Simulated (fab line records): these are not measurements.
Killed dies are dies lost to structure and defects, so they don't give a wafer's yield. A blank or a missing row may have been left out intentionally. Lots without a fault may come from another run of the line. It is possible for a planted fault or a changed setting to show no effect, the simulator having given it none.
fab line records + flow sky130
record:
- lots: 15
- wafers: 45
- last-day: 50
route steps=708 shown POLY_GATE@218 LDD_N@246 LDD_P@262
lots with no fault: from the same line, run without faults
start-h: start of the lot's first displayed wafer, in hours after the record's first day + wait-h: hours from the lot's prior step to this one + " unchanged from the row above + L1.1+2: a row that stands for several wafers + - no value, or no start was given + * or withheld: withheld + < > ~ a bound
route shown NAME@n: names a module that has steps shown in the file, with the first one's number in the route + usual: the fault-free wafers' mean and standard deviation + same: alike in all rows + chamber/n: place in a boat + sites: per-site readings + _std_site: their standard deviation + _edge_site: the outer-site mean with the inner-site mean subtracted + radius-mm: for every site, how far away it sits from the centre of the wafer + mask NAME#n: copy n + behind: tool/chamber where the wafer was last shaped + hold: the reason the lot was held/the length of the hold in hours/how it ended + device: whichever transistor did not switch (one of n, p or np) + end of line: tests run on the same wafers once the route is complete + a step given without rows: its recipe and nothing more + killed: not the wafer's yield, but the dies lost to structure and defects at the first sort + map: per-die view of a wafer (x killed, . not killed, _ where there is no die)
set.NAME: the setting that was run; set.NAME@STEP: the one run at that earlier step + model.NAME: the simulator's own value behind a step, which no gauge read
a sample of lots followed through the steps of the route, with each step as a table and each wafer as a row
services: a tool's chamber out of use, with start hour (start-h, from the record's first day; less than 0 if before it), hours out, and reason
== steps ==
step: SKY_POLY_GATE_THK_MEAS_04
recipe:
- reads: Si3N4_of_POLY_GATE_CVD_03
usual:
- POLY_GATE_CVD_03_THK: 75.4/0.72
| lot.wafer | tool          | chamber | start-h | wait-h | POLY_GATE_CVD_03_THK[nm] |
|-----------|---------------|---------|---------|--------|--------------------------|
| L885.4    | film-metro-04 | -       | 373.07  | 0.0    | 74.8                     |
| L885.5    | "             | -       | "       | "      | 75.0                     |
| L885.6    | "             | -       | "       | "      | 75.0                     |
| L886.1    | film-metro-02 | -       | 381.43  | 0.0    | 74.7                     |
| L886.2    | "             | -       | "       | "      | 75.2                     |
| L886.4    | "             | -       | "       | "      | 74.7                     |
| L887.2    | film-metro-04 | -       | 392.89  | 0.0    | 75.7                     |
| L887.4    | "             | -       | "       | "      | 75.9                     |
| L887.6    | "             | -       | "       | "      | 76.3                     |
| L888.1    | film-metro-04 | -       | 395.44  | 0.0    | 75.5                     |
| L888.3    | "             | -       | "       | "      | 75.7                     |
| L888.4    | "             | -       | "       | "      | 75.6                     |
| L890.2    | film-metro-01 | -       | 418.34  | 0.0    | 75.3                     |
| L890.3    | "             | -       | "       | "      | 75.7                     |
| L890.6    | "             | -       | "       | "      | 75.5                     |
| L892.1    | film-metro-01 | -       | 434.84  | 0.0    | 76.7                     |
| L892.4    | "             | -       | "       | "      | 76.3                     |
| L892.6    | "             | -       | "       | "      | 76.4                     |
| L893.1    | film-metro-02 | -       | 443.78  | 0.0    | 74.8                     |
| L893.3    | "             | -       | "       | "      | 75.2                     |
| L893.6    | "             | -       | "       | "      | 74.6                     |
| L894.2    | film-metro-02 | -       | 454.79  | 0.0    | 76.1                     |
| L894.5    | "             | -       | "       | "      | 77.2                     |
| L894.6    | "             | -       | "       | "      | 77.2                     |
| L895.2    | film-metro-04 | -       | 459.74  | 0.0    | 74.5                     |
| L895.4    | "             | -       | "       | "      | 74.1                     |
| L895.5    | "             | -       | "       | "      | 74.1                     |
| L896.1    | film-metro-04 | -       | 467.92  | 0.0    | 75.6                     |
| L896.3    | "             | -       | "       | "      | 75.5                     |
| L896.4    | "             | -       | "       | "      | 75.3                     |
| L899.2    | film-metro-02 | -       | 495.13  | 0.0    | 75.5                     |
| L899.4    | "             | -       | "       | "      | 76.1                     |
| L899.5    | "             | -       | "       | "      | 76.0                     |
| L902.1    | film-metro-01 | -       | 517.08  | 0.0    | 76.0                     |
| L902.2    | "             | -       | "       | "      | 76.5                     |
| L902.6    | "             | -       | "       | "      | 76.3                     |
| L903.1    | film-metro-02 | -       | 521.63  | 0.0    | 75.4                     |
| L903.2    | "             | -       | "       | "      | 75.9                     |
| L903.3    | "             | -       | "       | "      | 75.6                     |
| L904.3    | film-metro-02 | -       | 529.39  | 0.0    | 75.6                     |
| L904.4    | "             | -       | "       | "      | 75.7                     |
| L904.5    | "             | -       | "       | "      | 75.7                     |
| L905.3    | film-metro-01 | -       | 541.20  | 0.0    | 75.1                     |
| L905.4    | "             | -       | "       | "      | 75.1                     |
| L905.5    | "             | -       | "       | "      | 75.8                     |
step: SKY_LDD_N_IMPLANT_09
recipe:
- species: As
- energy-kev: 20
- dose-cm2: 7.5e+13
- tilt-deg: withheld
- rotation-deg: 113
usual:
- beam-energy-keV: 20.002/0.0058
- beam-on-s: 9.98/0.18
- implant-ion-amu: 75/0
| lot.wafer | tool         | chamber | start-h | wait-h | beam-energy-keV | beam-on-s | implant-ion-amu |
|-----------|--------------|---------|---------|--------|-----------------|-----------|-----------------|
| L885.4    | implanter-04 | 0       | 434.72  | 0.1    | 19.999          | 9.73      | 75              |
| L885.5    | "            | 0       | "       | "      | 20.003          | 9.81      | 75              |
| L885.6    | "            | 0       | "       | "      | 20.008          | 10.17     | 75              |
| L886.1    | implanter-04 | 0       | 445.29  | 0.1    | 20.000          | 10.14     | 75              |
| L886.2    | "            | 0       | "       | "      | 20.003          | 9.69      | 75              |
| L886.4    | "            | 0       | "       | "      | 19.998          | 9.98      | 75              |
| L887.2    | implanter-02 | 0       | 455.83  | 0.1    | 20.010          | 9.96      | 75              |
| L887.4    | "            | 0       | "       | "      | 20.002          | 9.89      | 75              |
| L887.6    | "            | 0       | "       | "      | 20.006          | 9.67      | 75              |
| L888.1    | implanter-02 | 0       | 460.20  | 0.1    | 19.997          | 10.14     | 75              |
| L888.3    | "            | 0       | "       | "      | 20.002          | 9.83      | 75              |
| L888.4    | "            | 0       | "       | "      | 19.996          | 9.61      | 75              |
| L890.2    | implanter-02 | 0       | 481.77  | 0.1    | 19.990          | 9.92      | 75              |
| L890.3    | "            | 0       | "       | "      | 19.991          | 9.86      | 75              |
| L890.6    | "            | 0       | "       | "      | 19.996          | 10.38     | 75              |
| L892.1    | implanter-01 | 0       | 499.14  | 0.1    | 20.003          | 9.83      | 75              |
| L892.4    | "            | 0       | "       | "      | 20.011          | 9.85      | 75              |
| L892.6    | "            | 0       | "       | "      | 19.987          | 9.93      | 75              |
| L893.1    | implanter-04 | 0       | 508.14  | 0.1    | 19.998          | 10.25     | 75              |
| L893.3    | "            | 0       | "       | "      | 20.004          | 10.20     | 75              |
| L893.6    | "            | 0       | "       | "      | 20.005          | 10.23     | 75              |
| L894.2    | implanter-04 | -       | 517.18  | 0.1    | -               | -         | -               |
| L894.5    | "            | -       | "       | "      | -               | -         | -               |
| L894.6    | "            | -       | "       | "      | -               | -         | -               |
| L895.2    | implanter-04 | -       | 524.22  | 0.1    | -               | -         | -               |
| L895.4    | "            | -       | "       | "      | -               | -         | -               |
| L895.5    | "            | -       | "       | "      | -               | -         | -               |
| L896.1    | implanter-02 | -       | 534.04  | 0.1    | -               | -         | -               |
| L896.3    | "            | -       | "       | "      | -               | -         | -               |
| L896.4    | "            | -       | "       | "      | -               | -         | -               |
| L899.2    | implanter-04 | 0       | 557.07  | 0.1    | 19.999          | 9.84      | 75              |
| L899.4    | "            | 0       | "       | "      | 20.002          | 9.96      | 75              |
| L899.5    | "            | 0       | "       | "      | 20.008          | 9.74      | 75              |
| L902.1    | implanter-04 | 0       | 576.90  | 0.1    | 19.992          | 9.99      | 75              |
| L902.2    | "            | 0       | "       | "      | 19.997          | 9.69      | 75              |
| L902.6    | "            | 0       | "       | "      | 19.995          | 9.96      | 75              |
| L903.1    | implanter-02 | 0       | 584.55  | 0.1    | 20.000          | 9.87      | 75              |
| L903.2    | "            | 0       | "       | "      | 19.999          | 10.05     | 75              |
| L903.3    | "            | 0       | "       | "      | 20.007          | 10.05     | 75              |
| L904.3    | implanter-04 | 0       | 590.15  | 0.1    | 20.014          | 10.16     | 75              |
| L904.4    | "            | 0       | "       | "      | 20.005          | 10.26     | 75              |
| L904.5    | "            | 0       | "       | "      | 20.006          | 10.40     | 75              |
| L905.3    | implanter-02 | 0       | 602.20  | 0.1    | 20.005          | 9.86      | 75              |
| L905.4    | "            | 0       | "       | "      | 19.999          | 10.17     | 75              |
| L905.5    | "            | 0       | "       | "      | 20.003          | 10.23     | 75              |
step: SKY_LDD_N_STRIP_16
recipe:
- chemistry: O2/N2
- power-w: 1400
- pressure-mtorr: 1500
- platen-temp-c: withheld
- o2-flow-sccm: 3000
- n2-flow-sccm: 300
- overash-fraction: 0.5
usual:
- chamber-pressure-mTorr: 1500.0/1.3
- drypump-motor-current-A: 5.4/0.32
- oes-product-au: 0.407/0.0042
- strip-time-to-endpoint-s: 4.338/0.013
| lot.wafer | tool            | chamber | start-h | wait-h | chamber-pressure-mTorr | drypump-motor-current-A | oes-product-au | rf-hours-counter-h | strip-time-to-endpoint-s |
|-----------|-----------------|---------|---------|--------|------------------------|-------------------------|----------------|--------------------|--------------------------|
| L885.4    | plasma-asher-04 | 0       | 435.72  | 0.1    | 1501.9                 | 5.1                     | 0.410          | -                  | 4.355                    |
| L885.5    | "               | 1       | "       | "      | 1500.8                 | 5.6                     | 0.410          | -                  | 4.341                    |
| L885.6    | "               | 0       | "       | "      | 1498.6                 | 5.0                     | 0.402          | -                  | 4.341                    |
| L886.1    | plasma-asher-04 | 1       | 446.34  | 0.1    | 1500.0                 | 5.7                     | 0.417          | 59                 | 4.347                    |
| L886.2    | "               | 0       | "       | "      | 1498.6                 | 5.1                     | 0.403          | 59                 | 4.336                    |
| L886.4    | "               | 0       | "       | "      | 1501.1                 | 5.0                     | 0.404          | -                  | 4.360                    |
| L887.2    | plasma-asher-02 | 1       | 456.85  | 0.1    | 1500.7                 | 6.1                     | 0.404          | 79                 | 4.360                    |
| L887.4    | "               | 0       | "       | "      | 1499.5                 | 5.4                     | 0.402          | -                  | 4.374                    |
| L887.6    | "               | 1       | "       | "      | 1499.7                 | 6.1                     | 0.401          | -                  | 4.359                    |
| L888.1    | plasma-asher-04 | 0       | 461.25  | 0.1    | 1501.0                 | 5.1                     | 0.411          | 61                 | 4.360                    |
| L888.3    | "               | 0       | "       | "      | 1500.6                 | 5.0                     | 0.402          | -                  | 4.357                    |
| L888.4    | "               | 1       | "       | "      | 1501.2                 | 5.7                     | 0.406          | -                  | 4.335                    |
| L890.2    | plasma-asher-04 | 0       | 482.79  | 0.1    | 1500.9                 | 5.0                     | 0.409          | 63                 | 4.335                    |
| L890.3    | "               | 1       | "       | "      | 1498.2                 | 5.7                     | 0.413          | -                  | 4.345                    |
| L890.6    | "               | 0       | "       | "      | 1500.8                 | 5.0                     | 0.410          | -                  | 4.327                    |
| L892.1    | plasma-asher-04 | 1       | 500.19  | 0.1    | 1500.5                 | 5.7                     | 0.402          | 64                 | 4.329                    |
| L892.4    | "               | 0       | "       | "      | 1501.6                 | 5.0                     | 0.406          | -                  | 4.348                    |
| L892.6    | "               | 0       | "       | "      | 1498.4                 | 5.0                     | 0.404          | -                  | 4.335                    |
| L893.1    | plasma-asher-02 | 1       | 509.19  | 0.1    | 1500.1                 | 6.1                     | 0.404          | 84                 | 4.314                    |
| L893.3    | "               | 0       | "       | "      | 1500.9                 | 5.4                     | 0.410          | -                  | 4.330                    |
| L893.6    | "               | 0       | "       | "      | 1499.3                 | 5.4                     | 0.409          | -                  | 4.316                    |
| L894.2    | plasma-asher-03 | 0       | 518.20  | 0.1    | 1499.9                 | 5.6                     | 0.411          | 9                  | 4.161                    |
| L894.5    | "               | 1       | "       | "      | 1502.3                 | 5.1                     | 0.415          | -                  | 4.135                    |
| L894.6    | "               | 0       | "       | "      | 1500.6                 | 5.6                     | 0.415          | -                  | 4.172                    |
| L895.2    | plasma-asher-04 | 1       | 525.24  | 0.1    | 1497.4                 | 5.6                     | 0.410          | 67                 | 4.171                    |
| L895.4    | "               | 1       | "       | "      | 1501.8                 | 5.6                     | 0.412          | -                  | 4.166                    |
| L895.5    | "               | 0       | "       | "      | 1498.6                 | 5.0                     | 0.412          | -                  | 4.164                    |
| L896.1    | plasma-asher-02 | 0       | 535.09  | 0.1    | 1501.9                 | 5.4                     | 0.399          | 86                 | 4.165                    |
| L896.3    | "               | 1       | "       | "      | 1498.7                 | 6.0                     | 0.406          | -                  | 4.157                    |
| L896.4    | "               | 0       | "       | "      | 1500.9                 | 5.4                     | 0.411          | -                  | 4.170                    |
| L899.2    | plasma-asher-02 | 1       | 558.09  | 0.1    | 1497.7                 | 6.0                     | 0.406          | 89                 | 4.343                    |
| L899.4    | "               | 0       | "       | "      | 1500.8                 | 5.4                     | 0.412          | -                  | 4.338                    |
| L899.5    | "               | 0       | "       | "      | 1498.6                 | 5.4                     | 0.403          | -                  | 4.337                    |
| L902.1    | plasma-asher-03 | 1       | 577.95  | 0.1    | 1498.4                 | 5.1                     | 0.410          | 14                 | 4.334                    |
| L902.2    | "               | 0       | "       | "      | 1498.7                 | 5.6                     | 0.408          | 14                 | 4.322                    |
| L902.6    | "               | 1       | "       | "      | 1499.0                 | 5.1                     | 0.410          | -                  | 4.319                    |
| L903.1    | plasma-asher-03 | 0       | 585.60  | 0.1    | 1501.0                 | 5.6                     | 0.416          | 16                 | 4.349                    |
| L903.2    | "               | 1       | "       | "      | 1497.8                 | 5.2                     | 0.406          | 16                 | 4.348                    |
| L903.3    | "               | 0       | "       | "      | 1499.1                 | 5.6                     | 0.414          | -                  | 4.375                    |
| L904.3    | plasma-asher-04 | 0       | 591.18  | 0.1    | 1499.9                 | 5.1                     | 0.413          | -                  | 4.338                    |
| L904.4    | "               | 1       | "       | "      | 1499.3                 | 5.7                     | 0.400          | -                  | 4.340                    |
| L904.5    | "               | 1       | "       | "      | 1497.8                 | 5.7                     | 0.411          | -                  | 4.336                    |
| L905.3    | plasma-asher-02 | 1       | 603.24  | 0.1    | 1502.3                 | 6.0                     | 0.410          | -                  | 4.349                    |
| L905.4    | "               | 0       | "       | "      | 1502.4                 | 5.4                     | 0.402          | -                  | 4.352                    |
| L905.5    | "               | 1       | "       | "      | 1499.8                 | 6.0                     | 0.406          | -                  | 4.369                    |
step: SKY_LDD_N_TW_MEAS_17
usual:
- LDD_N_TW: 2608/14
| lot.wafer | tool          | chamber | start-h | wait-h | hold                     | LDD_N_TW |
|-----------|---------------|---------|---------|--------|--------------------------|----------|
| L885.4    | film-metro-04 | -       | 435.82  | 0.1    | -                        | 2606     |
| L885.5    | "             | -       | "       | "      | -                        | 2608     |
| L885.6    | "             | -       | "       | "      | -                        | 2606     |
| L886.1    | film-metro-03 | -       | 446.44  | 0.1    | -                        | 2618     |
| L886.2    | "             | -       | "       | "      | -                        | 2613     |
| L886.4    | "             | -       | "       | "      | -                        | 2626     |
| L887.2    | film-metro-03 | -       | 456.96  | 0.1    | -                        | 2602     |
| L887.4    | "             | -       | "       | "      | -                        | 2588     |
| L887.6    | "             | -       | "       | "      | -                        | 2587     |
| L888.1    | film-metro-01 | -       | 461.35  | 0.1    | -                        | 2598     |
| L888.3    | "             | -       | "       | "      | -                        | 2608     |
| L888.4    | "             | -       | "       | "      | -                        | 2606     |
| L890.2    | film-metro-04 | -       | 482.90  | 0.1    | -                        | 2596     |
| L890.3    | "             | -       | "       | "      | -                        | 2597     |
| L890.6    | "             | -       | "       | "      | -                        | 2587     |
| L892.1    | film-metro-04 | -       | 500.29  | 0.1    | -                        | 2588     |
| L892.4    | "             | -       | "       | "      | -                        | 2599     |
| L892.6    | "             | -       | "       | "      | -                        | 2588     |
| L893.1    | film-metro-01 | -       | 509.29  | 0.1    | -                        | 2611     |
| L893.3    | "             | -       | "       | "      | -                        | 2628     |
| L893.6    | "             | -       | "       | "      | -                        | 2620     |
| L894.2    | film-metro-03 | -       | 518.31  | 0.1    | await-dispo/0.2h/release | 2463     |
| L894.5    | "             | -       | "       | "      | await-dispo/0.2h/release | 2458     |
| L894.6    | "             | -       | "       | "      | await-dispo/0.2h/release | 2477     |
| L894.2    | film-metro-03 | -       | 518.54  | 0.2    | -                        | 2451     |
| L894.5    | "             | -       | "       | "      | -                        | 2461     |
| L894.6    | "             | -       | "       | "      | -                        | 2476     |
| L895.2    | film-metro-01 | -       | 525.35  | 0.1    | await-dispo/0.2h/release | 2475     |
| L895.4    | "             | -       | "       | "      | await-dispo/0.2h/release | 2481     |
| L895.5    | "             | -       | "       | "      | await-dispo/0.2h/release | 2484     |
| L895.2    | film-metro-01 | -       | 525.58  | 0.2    | -                        | 2483     |
| L895.4    | "             | -       | "       | "      | -                        | 2481     |
| L895.5    | "             | -       | "       | "      | -                        | 2486     |
| L896.1    | film-metro-01 | -       | 535.19  | 0.1    | await-dispo/0.2h/release | 2473     |
| L896.3    | "             | -       | "       | "      | await-dispo/0.2h/release | 2479     |
| L896.4    | "             | -       | "       | "      | await-dispo/0.2h/release | 2481     |
| L896.1    | film-metro-01 | -       | 535.42  | 0.2    | -                        | 2468     |
| L896.3    | "             | -       | "       | "      | -                        | 2476     |
| L896.4    | "             | -       | "       | "      | -                        | 2464     |
| L899.2    | film-metro-04 | -       | 558.20  | 0.1    | -                        | 2604     |
| L899.4    | "             | -       | "       | "      | -                        | 2616     |
| L899.5    | "             | -       | "       | "      | -                        | 2609     |
| L902.1    | film-metro-04 | -       | 578.05  | 0.1    | -                        | 2594     |
| L902.2    | "             | -       | "       | "      | -                        | 2587     |
| L902.6    | "             | -       | "       | "      | -                        | 2595     |
| L903.1    | film-metro-04 | -       | 585.70  | 0.1    | -                        | 2596     |
| L903.2    | "             | -       | "       | "      | -                        | 2589     |
| L903.3    | "             | -       | "       | "      | -                        | 2585     |
| L904.3    | film-metro-04 | -       | 591.27  | 0.1    | -                        | 2586     |
| L904.4    | "             | -       | "       | "      | -                        | 2596     |
| L904.5    | "             | -       | "       | "      | -                        | 2581     |
| L905.3    | film-metro-04 | -       | 603.32  | 0.1    | -                        | 2613     |
| L905.4    | "             | -       | "       | "      | -                        | 2605     |
| L905.5    | "             | -       | "       | "      | -                        | 2607     |
step: SKY_LDD_P_CD_MEAS_07
recipe:
- target-cd-nm: 380
usual:
- cd-nm: 380.4/2.9
| lot.wafer | tool      | chamber | start-h | wait-h | cd-nm |
|-----------|-----------|---------|---------|--------|-------|
| L885.4    | cd-sem-01 | -       | 466.68  | 0.1    | 377.6 |
| L885.5    | "         | -       | "       | "      | 378.4 |
| L885.6    | "         | -       | "       | "      | 378.9 |
| L886.1    | cd-sem-02 | -       | 476.61  | 0.1    | 378.3 |
| L886.2    | "         | -       | "       | "      | 377.9 |
| L886.4    | "         | -       | "       | "      | 377.9 |
| L887.2    | cd-sem-02 | -       | 487.39  | 0.1    | 383.2 |
| L887.4    | "         | -       | "       | "      | 381.9 |
| L887.6    | "         | -       | "       | "      | 383.3 |
| L888.1    | cd-sem-01 | -       | 491.72  | 0.1    | 380.7 |
| L888.3    | "         | -       | "       | "      | 382.0 |
| L888.4    | "         | -       | "       | "      | 382.0 |
| L890.2    | cd-sem-02 | -       | 514.29  | 0.1    | 379.6 |
| L890.3    | "         | -       | "       | "      | 377.8 |
| L890.6    | "         | -       | "       | "      | 378.8 |
| L892.1    | cd-sem-01 | -       | 531.32  | 0.1    | 385.9 |
| L892.4    | "         | -       | "       | "      | 386.3 |
| L892.6    | "         | -       | "       | "      | 384.4 |
| L893.1    | cd-sem-02 | -       | 540.36  | 0.1    | 381.9 |
| L893.3    | "         | -       | "       | "      | 381.1 |
| L893.6    | "         | -       | "       | "      | 381.8 |
| L899.2    | cd-sem-02 | -       | 587.34  | 0.1    | 378.6 |
| L899.4    | "         | -       | "       | "      | 379.0 |
| L899.5    | "         | -       | "       | "      | 377.2 |
| L902.1    | cd-sem-01 | -       | 607.57  | 0.1    | 379.7 |
| L902.2    | "         | -       | "       | "      | 380.0 |
| L902.6    | "         | -       | "       | "      | 381.6 |
| L903.1    | cd-sem-02 | -       | 615.16  | 0.1    | 382.5 |
| L903.2    | "         | -       | "       | "      | 382.2 |
| L903.3    | "         | -       | "       | "      | 380.7 |
| L904.3    | cd-sem-02 | -       | 620.40  | 0.1    | 381.6 |
| L904.4    | "         | -       | "       | "      | 384.1 |
| L904.5    | "         | -       | "       | "      | 383.8 |
| L905.3    | cd-sem-01 | -       | 632.75  | 0.1    | 375.8 |
| L905.4    | "         | -       | "       | "      | 375.8 |
| L905.5    | "         | -       | "       | "      | 378.7 |
step: SKY_LDD_P_STRIP_10
recipe:
- chemistry: O2/N2
- power-w: 1400
- pressure-mtorr: 1500
- platen-temp-c: withheld
- o2-flow-sccm: 3000
- n2-flow-sccm: 300
- overash-fraction: 0.5
usual:
- chamber-pressure-mTorr: 1499.9/1.4
- drypump-motor-current-A: 5.7/0.49
- oes-product-au: 0.716/0.0047
- strip-time-to-endpoint-s: 14.17/0.039
| lot.wafer | tool            | chamber | start-h | wait-h | chamber-pressure-mTorr | drypump-motor-current-A | oes-product-au | rf-hours-counter-h | strip-time-to-endpoint-s |
|-----------|-----------------|---------|---------|--------|------------------------|-------------------------|----------------|--------------------|--------------------------|
| L885.4    | plasma-asher-02 | 0       | 466.96  | 0.1    | 1500.1                 | 5.4                     | 0.717          | -                  | 14.17                    |
| L885.5    | "               | 1       | "       | "      | 1503.4                 | 6.0                     | 0.720          | -                  | 14.23                    |
| L885.6    | "               | 0       | "       | "      | 1500.5                 | 5.4                     | 0.717          | -                  | 14.22                    |
| L886.1    | plasma-asher-01 | 0       | 476.92  | 0.1    | 1500.9                 | 5.3                     | 0.718          | 34                 | 14.11                    |
| L886.2    | "               | 1       | "       | "      | 1503.3                 | 6.5                     | 0.720          | 34                 | 14.17                    |
| L886.4    | "               | 1       | "       | "      | 1498.9                 | 6.5                     | 0.714          | -                  | 14.13                    |
| L887.2    | plasma-asher-02 | 1       | 487.68  | 0.1    | 1502.1                 | 6.1                     | 0.721          | 82                 | 14.22                    |
| L887.4    | "               | 1       | "       | "      | 1498.3                 | 6.1                     | 0.720          | -                  | 14.20                    |
| L887.6    | "               | 1       | "       | "      | 1499.8                 | 6.1                     | 0.716          | -                  | 14.16                    |
| L888.1    | plasma-asher-01 | 0       | 492.02  | 0.1    | 1502.3                 | 5.3                     | 0.721          | 36                 | 14.16                    |
| L888.3    | "               | 1       | "       | "      | 1499.5                 | 6.5                     | 0.705          | -                  | 14.15                    |
| L888.4    | "               | 0       | "       | "      | 1499.9                 | 5.3                     | 0.718          | -                  | 14.16                    |
| L890.2    | plasma-asher-04 | 1       | 514.57  | 0.1    | 1500.6                 | 5.7                     | 0.715          | 66                 | 14.16                    |
| L890.3    | "               | 0       | "       | "      | 1498.9                 | 5.1                     | 0.723          | -                  | 14.14                    |
| L890.6    | "               | 1       | "       | "      | 1500.9                 | 5.7                     | 0.709          | -                  | 14.12                    |
| L892.1    | plasma-asher-04 | 1       | 531.62  | 0.1    | 1500.0                 | 5.7                     | 0.721          | 68                 | 14.13                    |
| L892.4    | "               | 0       | "       | "      | 1500.5                 | 5.0                     | 0.720          | -                  | 14.14                    |
| L892.6    | "               | 1       | "       | "      | 1498.9                 | 5.6                     | 0.709          | -                  | 14.15                    |
| L893.1    | plasma-asher-01 | 0       | 540.67  | 0.1    | 1499.1                 | 5.3                     | 0.713          | 40                 | 14.18                    |
| L893.3    | "               | 1       | "       | "      | 1498.5                 | 6.5                     | 0.712          | -                  | 14.24                    |
| L893.6    | "               | 0       | "       | "      | 1497.3                 | 5.3                     | 0.715          | -                  | 14.19                    |
| L899.2    | plasma-asher-02 | 0       | 587.62  | 0.1    | 1499.7                 | 5.4                     | 0.718          | 92                 | 14.12                    |
| L899.4    | "               | 0       | "       | "      | 1501.8                 | 5.4                     | 0.714          | -                  | 14.21                    |
| L899.5    | "               | 0       | "       | "      | 1503.7                 | 5.4                     | 0.718          | -                  | 14.17                    |
| L902.1    | plasma-asher-04 | 1       | 607.87  | 0.1    | 1500.2                 | 5.6                     | 0.715          | 75                 | 14.09                    |
| L902.2    | "               | 0       | "       | "      | 1497.9                 | 5.0                     | 0.717          | 75                 | 14.15                    |
| L902.6    | "               | 1       | "       | "      | 1499.2                 | 5.6                     | 0.715          | -                  | 14.13                    |
| L903.1    | plasma-asher-01 | 0       | 615.47  | 0.1    | 1500.8                 | 5.3                     | 0.729          | 48                 | 14.18                    |
| L903.2    | "               | 1       | "       | "      | 1500.2                 | 6.5                     | 0.713          | 48                 | 14.18                    |
| L903.3    | "               | 0       | "       | "      | 1500.0                 | 5.3                     | 0.716          | -                  | 14.14                    |
| L904.3    | plasma-asher-04 | 0       | 620.70  | 0.1    | 1500.7                 | 5.0                     | 0.713          | -                  | 14.17                    |
| L904.4    | "               | 1       | "       | "      | 1498.4                 | 5.7                     | 0.708          | -                  | 14.15                    |
| L904.5    | "               | 1       | "       | "      | 1499.5                 | 5.6                     | 0.716          | -                  | 14.11                    |
| L905.3    | plasma-asher-01 | 1       | 633.05  | 0.1    | 1500.3                 | 6.5                     | 0.709          | -                  | 14.20                    |
| L905.4    | "               | 0       | "       | "      | 1500.0                 | 5.3                     | 0.722          | -                  | 14.24                    |
| L905.5    | "               | 0       | "       | "      | 1498.9                 | 5.3                     | 0.722          | -                  | 14.22                    |
== services ==
| tool            | chamber | start-h | hours | kind       |
|-----------------|---------|---------|-------|------------|
| plasma-asher-03 | -       | 421.25  | 9.0   | pm         |
| plasma-asher-03 | 0       | 421.25  | 9.0   | vent-cycle |
| plasma-asher-03 | 1       | 421.25  | 9.0   | vent-cycle |
| plasma-asher-02 | -       | 423.92  | 1.6   | repair     |
| plasma-asher-03 | 0       | 430.25  | -     | clean      |
| plasma-asher-03 | 1       | 430.25  | -     | clean      |
| implanter-02    | -       | 434.28  | 6.0   | repair     |
| plasma-asher-03 | -       | 438.06  | 2.0   | repair     |
| plasma-asher-01 | -       | 439.25  | 2.6   | repair     |
| implanter-04    | -       | 475.84  | 3.1   | pm         |
| implanter-02    | -       | 497.25  | 0.5   | repair     |
| plasma-asher-02 | -       | 514.04  | 2.8   | pm         |
| implanter-02    | -       | 556.85  | 12.1  | pm         |
| implanter-01    | -       | 570.87  | 5.2   | repair     |
| implanter-04    | -       | 574.46  | 1.0   | repair     |
| implanter-02    | -       | 577.02  | 1.0   | repair     |
| implanter-01    | -       | 577.88  | 3.2   | pm         |
| implanter-02    | -       | 579.37  | 2.8   | repair     |
| implanter-02    | -       | 604.51  | 13.1  | pm         |
| plasma-asher-02 | -       | 620.27  | 6.6   | repair     |
| plasma-asher-02 | -       | 621.19  | 0.5   | repair     |
== key ==
first-sign:
- step: SKY_LDD_N_IMPLANT_09
- reading: tool-record
- direction: missing
effect:
- step: SKY_LDD_N_STRIP_16
- reading: strip-time-to-endpoint-s
- direction: down
- sigmas: 13
- usual: *
- struck: *
effect:
- step: SKY_LDD_N_TW_MEAS_17
- reading: visit
- direction: added
effect:
- step: SKY_LDD_N_TW_MEAS_17
- reading: LDD_N_TW
- direction: down
- sigmas: 9.7
- usual: 2608
- struck: 2475
met-at SKY_LDD_N_IMPLANT_09
struck-lots L894,L895,L896
later-rows-left-out L894.2,L894.5,L894.6,L895.2,L895.4,L895.5,L896.1,L896.3,L896.4
sort-left-out L894.2,L894.5,L894.6,L895.2,L895.4,L895.5,L896.1,L896.3,L896.4
tester-left-out L894,L895,L896
not-acting-at SKY_POLY_GATE_THK_MEAS_04,SKY_LDD_P_CD_MEAS_07,SKY_LDD_P_STRIP_10
onset-between 508.14 517.18
fault:
- kind: skipped-step-whole
- tool: implanter-02,implanter-04
- chamber: -
- onset-h: 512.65
- steps: SKY_LDD_N_IMPLANT_09
- scope: struck-lots-only
tester-left-out: of these lots the tester's yield and bins aren't shown, on N5 and GAA mostly nor the transistor test; their killed dies are dies lost to structure and defects alone, not to doping, threshold or leakage, so they don't give the yield
sort-left-out: the simulated sort isn't trusted on such a fault, so these wafers' sort isn't shown, and their yield isn't known
later-rows-left-out: the simulator's readings of these wafers behind a module that went badly wrong aren't trusted and aren't shown, but for the sort
